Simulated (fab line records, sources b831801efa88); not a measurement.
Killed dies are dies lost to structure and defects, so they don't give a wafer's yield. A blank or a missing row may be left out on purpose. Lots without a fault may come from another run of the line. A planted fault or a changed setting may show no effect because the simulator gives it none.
A struck lot beside a sound one | flow gf180mcu | 15 steps out of a route of 602
Sound: wafers L881.1, L881.3, L881.4. Struck: wafer L892.6. (L892.2, L892.3 of the same lot were not struck and are left out.) The cause comes at the end.
At each step with rows: each side's tool, then ch and its chambers, then its first start. Under that, the readings that differ: sound wafers | struck wafers | difference of the means | sigmas: that difference in standard deviations of wafers without a fault.
alike: readings whose means differ by less than 2 such deviations, and words and numbers that are the same on both sides. not compared: withheld readings, readings that some wafer has no value for, bounds like >300 that may hide the same value, and numbers for which the record gives no deviation and whose values overlap.
The two part at a step that has a row with sigmas, a row that says differs or no value, or rows on one side only. Numbers that don't overlap but have no deviation are shown without sigmas and don't part them. A reading that every wafer of one side lacks parts them only if that side has two wafers or more.

GF_M3_SPUTTER_04: material TiN, target thk 50 nm, time 41.7 s.
  sound on pvd_sputter-04, day 21 23:49; struck on pvd_sputter-01, day 25 21:19
  alike: throttle_valve_pct
GF_M3_RS_MEAS_05: measures by four-point-probe.
  sound on film_metro-01, day 21 23:51; struck on film_metro-03, day 25 21:23
  reading             | sound                | struck | difference | sigmas
  M3_ALCU_RS (ohm/sq) | 0.0686 0.0689 0.0685 | 0.0699 | +0.0012    | +2
GF_M3_THK_MEAS_06: measures by xrf.
  sound on film_metro-01, day 21 23:58; struck on film_metro-03, day 25 21:29
  reading          | sound       | struck | difference | sigmas
  M3_ALCU_THK (nm) | 458 455 460 | 444    | -14        | -3
then, 7 steps without rows for these wafers: GF_M3_DEHYDRATE_07 (time 60 s); GF_M3_HMDS_08 (prime time 60 s); GF_M3_COAT_09 (resist thk 1000 nm); GF_M3_SOFTBAKE_10 (time 60 s); GF_M3_EXPOSE_11 (exposes mask Metal3, target cd 280 nm); GF_M3_PEB_12 (peb time 90 s); GF_M3_DEVELOP_13 (develop time 60 s).
GF_M3_CD_MEAS_14: target cd 280 nm.
  sound on cd_sem-01, day 22 22:53; struck on cd_sem-01, day 26 17:29
  alike: cd_nm
GF_M3_OVL_MEAS_15:
  sound on overlay-01, day 22 23:00; struck on overlay-02, day 26 17:35
  alike: M3_OVL
GF_M3_METAL_ETCH_16: etches the open film in Cl2/BCl3, stops on SiO2, target depth 750.8 nm, time 125.1 s.
  sound on rie_metal-01 ch 0,1, day 22 23:02; struck on rie_metal-04 ch 1, day 26 17:37
  reading                             | sound                | struck | difference | sigmas
  oes_product_au (a.u.)               | 0.988 0.990 0.987    | 0.770  | -0.218     | -40
  throttle_valve_pct (%)              | 28.251 28.234 28.227 | 28.473 | +0.236     | +26
  model.KrF_of_M3_COAT_09.thk_nm (nm) | 690.7 688.8 688.2    | 803    | +114       |
  alike: drypump_motor_current_A, mfc_cl2_sccm
  not compared: rf_hours_counter_h
GF_M3_STRIP_17: strips in O2/N2.
  sound on plasma_asher-03 ch 0,1, day 22 23:10; struck on plasma_asher-03 ch 0, day 26 17:45
  reading                      | sound             | struck | difference | sigmas
  oes_product_au (a.u.)        | 0.535 0.536 0.535 | 0.585  | +0.050     | +10
  strip_time_to_endpoint_s (s) | 7.44 7.41 7.42    | 8.55   | +1.13      | +27
  alike: drypump_motor_current_A, heater_power_w
  not compared: rf_hours_counter_h
then, 1 step without rows for these wafers: GF_M3_STRIP_18 (strips in post etch residue remover, time 1200 s).

WHERE THEY PART
First at GF_M3_RS_MEAS_05; last, within this record, at GF_M3_STRIP_17.

WHY: what the simulator had put in
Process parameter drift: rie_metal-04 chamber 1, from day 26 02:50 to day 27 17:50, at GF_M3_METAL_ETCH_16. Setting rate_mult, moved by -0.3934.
